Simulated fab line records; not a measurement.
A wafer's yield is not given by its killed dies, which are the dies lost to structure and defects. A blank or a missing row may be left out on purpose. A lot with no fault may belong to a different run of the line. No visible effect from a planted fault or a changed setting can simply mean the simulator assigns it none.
fab line records    flow sky130    part 2 of 2: steps 27 to 39 of 39
record lots=5  wafers=15  lastDay=49
route steps=708 shown FIELD_ISO@2 NWELL@32 DNWELL@35
lots untouched by any fault: they come from a run of this same line in which no faults occurred
startH: hours from the record's opening day to when the first of the lot's shown wafers began    waitH: time in hours since the lot's previous step    " as in the row above    L1.1+2: a row that stands for several wafers    - no value present, or no start provided    * or withheld: withheld    < > ~ a bound
route shown NAME@n: names a module that has steps shown in the file, with the first one's number in the route    usual: mean and standard deviation over wafers with no fault    same: alike in all rows    chamber/n: place in a boat    sites: each site's reading    _std_site: standard deviation of those values    _edge_site: outer sites' mean less inner sites'    radiusMm: how far each site lies from the wafer's centre    mask NAME#n: copy n    behind: tool/chamber where the wafer was last shaped    hold: cause of the lot's hold/its duration in hours/its outcome    device: the n, p or np transistor that did not switch    end of line: tests run on the same wafers once the route is complete    where a step has no rows: the recipe by itself    killed: the dies lost at the first sort to structure and to defects; this is not the yield of the wafer    map: a wafer's dies, marking killed ones x, the rest . and places with no die _
set.NAME: setting as actually run; set.NAME@STEP: the setting as run at that earlier step    model.NAME: the simulator's own value behind a step, which no gauge read
lots seen at some steps along the route; tables by step, rows by wafer
services: the hour from which a tool's chamber was out of use, counted from the record's first day as startH (under 0 if before that day), plus the number of hours and why
## steps
# step SKY_FIELD_ISO_CMP_27
# recipe stopOn=Si3N4  tOverpolishS=16  downForcePsi=4  platenRpm=60  targetThkNm=457.8  padVelocityMS=0.94248
# usual motorCurrentA=12.0/1.3  overpolishRunS=16.000/0.0099  timeToEndpointS=112/3.4
lot.wafer  tool    chamber  startH  waitH  motorCurrentA  overpolishRunS  timeToEndpointS
L074.4     cmp-01  3        40.38   0.1    13.5           15.995          112
L074.5     "       1        "       "      14.0           15.986          113
L074.6     "       2        "       "      11.9           15.998          111
L084.2     cmp-01  3        89.08   0.1    13.5           15.988          113
L084.4     "       0        "       "      10.1           15.999          117
L084.6     "       2        "       "      12.0           16.006          116
L085.1     cmp-01  3        94.36   0.0    14.6           15.989          106
L085.2     "       0        "       "      9.9            15.988          113
L085.6     "       3        "       "      13.6           16.001          108
L086.1     cmp-01  2        98.23   0.1    12.7           16.005          112
L086.2     "       3        "       "      13.8           16.006          112
L086.6     "       0        "       "      10.1           16.011          113
L088.4     cmp-01  1        111.55  0.0    12.9           15.997          107
L088.1     "       2        "       "      12.9           15.986          110
L088.5     "       2        "       "      12.7           16.013          110
# step SKY_FIELD_ISO_WET_ETCH_28
# recipe chemistry=dHF  targetDepthNm=23.7  target=SiO2  dilution=10:1  tempC=25  timeS=47
lot.wafer   tool         chamber  startH  waitH
L074.4+5+6  wetBench-03  1        40.58   0.1
L084.2+4+6  wetBench-03  0        89.28   0.1
L085.1+2+6  wetBench-04  2        94.66   0.2
L086.1+2+6  wetBench-04  2        98.43   0.1
L088.1+4+5  wetBench-04  1        111.85  0.2
# step SKY_FIELD_ISO_WET_ETCH_29
# recipe chemistry=H3PO4  targetDepthNm=160  target=Si3N4  tempC=160  timeS=1825
lot.wafer   tool         chamber  startH  waitH
L074.4+5+6  wetBench-04  2        40.60   0.0
L084.2+4+6  wetBench-02  3        89.30   0.0
L085.1+2+6  wetBench-03  3        94.68   0.0
L086.1+2+6  wetBench-02  3        98.45   0.0
L088.1+4+5  wetBench-04  0        111.88  0.0
# step SKY_FIELD_ISO_WET_ETCH_30
# recipe chemistry=dHF  targetDepthNm=25  target=SiO2  dilution=10:1  tempC=25  timeS=50
lot.wafer   tool         chamber  startH  waitH
L074.4+5+6  wetBench-02  1        41.21   0.0
L084.2+4+6  wetBench-04  3        89.81   0.0
L085.1+2+6  wetBench-02  3        95.20   0.0
L086.1+2+6  wetBench-03  3        99.02   0.0
L088.1+4+5  wetBench-03  0        112.39  0.0
# step SKY_NWELL_CLEAN_00
# recipe chemistry=SC1/SC2  mix=1:4:20  tempC=70  timeS=150  dry=n2Spin
lot.wafer   tool         chamber  startH  waitH
L074.4+5+6  wetBench-03  2        41.26   0.0
L084.2+4+6  wetBench-03  0        89.84   0.0
L085.1+2+6  wetBench-04  3        95.22   0.0
L086.1+2+6  wetBench-04  2        99.04   0.0
L088.1+4+5  wetBench-04  1        112.42  0.0
# step SKY_NWELL_OXIDATION_01
# recipe tempC=900  ambient=O2  stabiliseS=600  purgeS=300  targetThkA=100  oxTimeS=1418
# usual spikeTcTopC=912.3/1.4  zonePowerBottomPct=30.4/0.73
# same oxTimeS=1418
lot.wafer  tool        chamber  startH  waitH  spikeTcTopC  zonePowerBottomPct
L074.4     furnace-02  0        48.50   7.2    911.0        29.9
L074.5     "           0        "       "      909.3        29.6
L074.6     "           0        "       "      911.1        30.0
L084.2     furnace-02  0        89.89   0.0    910.5        29.6
L084.4     "           0        "       "      910.9        29.4
L084.6     "           0        "       "      911.8        30.1
L085.1     furnace-01  0        96.11   0.8    912.8        30.9
L085.2     "           0        "       "      913.4        31.1
L085.6     "           0        "       "      912.6        31.6
L086.1     furnace-01  0        99.09   0.0    914.2        30.8
L086.2     "           0        "       "      912.2        31.9
L086.6     "           0        "       "      912.7        30.9
L088.1     furnace-01  0        115.11  2.6    913.1        31.1
L088.4     "           0        "       "      914.4        30.6
L088.5     "           0        "       "      913.1        30.7
# step SKY_NWELL_THK_MEAS_02
# recipe reads=SiO2_of_NWELL_OXIDATION_01
# usual NWELL_OXIDATION_THK=10.08/0.22
lot.wafer  tool          chamber  startH  waitH  NWELL_OXIDATION_THK[nm]
L074.4     filmMetro-01  -        49.92   0.0    9.90
L074.5     "             -        "       "      9.87
L074.6     "             -        "       "      9.76
L084.2     filmMetro-03  -        91.29   0.0    10.01
L084.4     "             -        "       "      10.03
L084.6     "             -        "       "      10.10
L085.1     filmMetro-03  -        97.51   0.0    10.11
L085.2     "             -        "       "      9.86
L085.6     "             -        "       "      10.13
L086.1     filmMetro-03  -        100.48  0.0    10.26
L086.2     "             -        "       "      10.28
L086.6     "             -        "       "      10.18
L088.1     filmMetro-01  -        116.51  0.0    10.21
L088.4     "             -        "       "      10.32
L088.5     "             -        "       "      10.29
# step SKY_DNWELL_DEHYDRATE_00
# recipe tempC=200  timeS=60
# usual heaterPowerTotalW=160.38/0.12
lot.wafer  tool           chamber  startH  waitH  heaterPowerTotalW
L074.4     lithoTrack-04  0        57.19   7.3    160.48
L074.5     "              0        "       "      160.38
L074.6     "              0        "       "      160.44
L084.2     lithoTrack-03  0        99.22   7.9    160.37
L084.4     "              0        "       "      160.22
L084.6     "              0        "       "      160.30
L085.1     lithoTrack-03  0        106.19  8.7    160.35
L085.2     "              0        "       "      160.31
L085.6     "              0        "       "      160.36
L086.1     lithoTrack-04  0        109.41  8.9    160.51
L086.2     "              0        "       "      160.46
L086.6     "              0        "       "      160.47
L088.1     lithoTrack-04  0        124.36  7.8    160.22
L088.4     "              0        "       "      160.29
L088.5     "              0        "       "      160.47
# step SKY_DNWELL_HMDS_01
# recipe primeTimeS=60  primeTempC=120
lot.wafer   tool           chamber  startH  waitH
L074.4+5+6  lithoTrack-04  0        57.34   0.1
L084.2+4+6  lithoTrack-03  0        99.37   0.1
L085.1+2+6  lithoTrack-03  0        106.34  0.1
L086.1+2+6  lithoTrack-04  0        109.56  0.1
L088.1+4+5  lithoTrack-04  0        124.51  0.1
# step SKY_DNWELL_COAT_02
# recipe spinRpm=2000  resistThkNm=3000
lot.wafer   tool           chamber  startH  waitH
L074.4+5+6  lithoTrack-04  0        57.49   0.1
L084.2+4+6  lithoTrack-03  0        99.52   0.1
L085.1+2+6  lithoTrack-03  0        106.49  0.1
L086.1+2+6  lithoTrack-04  0        109.71  0.1
L088.1+4+5  lithoTrack-04  0        124.66  0.1
# step SKY_DNWELL_SOFTBAKE_03
# recipe tempC=110  timeS=withheld
# usual heaterPowerTotalW=65.31/0.14
lot.wafer  tool           chamber  startH  waitH  heaterPowerTotalW
L074.4     lithoTrack-04  0        57.66   0.1    65.61
L074.5     "              0        "       "      65.53
L074.6     "              0        "       "      65.15
L084.2     lithoTrack-03  0        99.68   0.1    65.42
L084.4     "              0        "       "      65.21
L084.6     "              0        "       "      65.27
L085.1     lithoTrack-03  0        106.64  0.1    65.11
L085.2     "              0        "       "      65.45
L085.6     "              0        "       "      65.37
L086.1     lithoTrack-04  0        109.86  0.1    65.39
L086.2     "              0        "       "      65.27
L086.6     "              0        "       "      65.55
L088.1     lithoTrack-04  0        124.81  0.1    65.43
L088.4     "              0        "       "      65.11
L088.5     "              0        "       "      65.36
# step SKY_DNWELL_EXPOSE_04
# recipe maskId=DNM  na=0.57  targetCdNm=3000  doseMj=222
# same na=0.57
lot.wafer   tool             chamber  startH  waitH  mask
L074.4+5+6  ilineStepper-01  0        -       -      DNM#0
L084.2+4+6  ilineStepper-01  0        -       -      DNM#0
L085.1+2+6  ilineStepper-02  0        -       -      DNM#0
L086.1+2+6  ilineStepper-01  0        -       -      DNM#0
L088.1+4+5  ilineStepper-01  0        -       -      DNM#0
# step SKY_DNWELL_PEB_05
# recipe tempC=115  timeS=withheld
# usual heaterPowerTotalW=69.34/0.13
lot.wafer  tool           chamber  startH  waitH  heaterPowerTotalW
L074.4     lithoTrack-02  0        -       -      69.48
L074.5     "              0        "       "      69.24
L074.6     "              0        "       "      69.30
L084.2     lithoTrack-04  0        -       -      69.18
L084.4     "              0        "       "      69.41
L084.6     "              0        "       "      69.38
L085.1     lithoTrack-03  0        -       -      69.28
L085.2     "              0        "       "      69.34
L085.6     "              0        "       "      69.35
L086.1     lithoTrack-04  0        -       -      69.34
L086.2     "              0        "       "      69.37
L086.6     "              0        "       "      69.42
L088.1     lithoTrack-03  0        -       -      69.41
L088.4     "              0        "       "      69.14
L088.5     "              0        "       "      69.37
## services
tool             chamber  startH  hours  kind
rieDiel-04       0        -11.44  3.8    repair
rieDiel-02       3        -4.94   2.4    repair
wetBench-03      -        -2.99   2.3    repair
krfScanner-02    -        2.86    1.0    pm
furnace-02       -        6.07    21.8   repair
rieDiel-02       0        8.26    4.1    repair
krfScanner-02    -        24.32   1.3    pm
wetBench-02      -        25.74   1.9    pm
furnace-01       -        28.18   11.5   repair
furnace-01       -        39.66   4.4    pm
ilineStepper-01  -        40.54   1.7    pm
furnace-01       -        44.09   19.1   pm
hdpcvd-02        -        46.30   0.9    repair
krfScanner-02    -        46.36   0.8    pm
plasmaAsher-01   -        56.42   0.6    repair
cmp-01           -        64.24   4.0    pm
furnace-02       -        66.58   14.2   pm
plasmaAsher-01   -        91.38   0.6    repair
hdpcvd-02        -        99.83   0.3    repair
furnace-02       -        104.55  2.6    pm
furnace-02       -        117.01  4.3    pm
rieDiel-02       1        117.41  6.2    repair
rieDiel-02       3        125.34  4.3    repair
cmp-01           -        129.56  8.5    pm
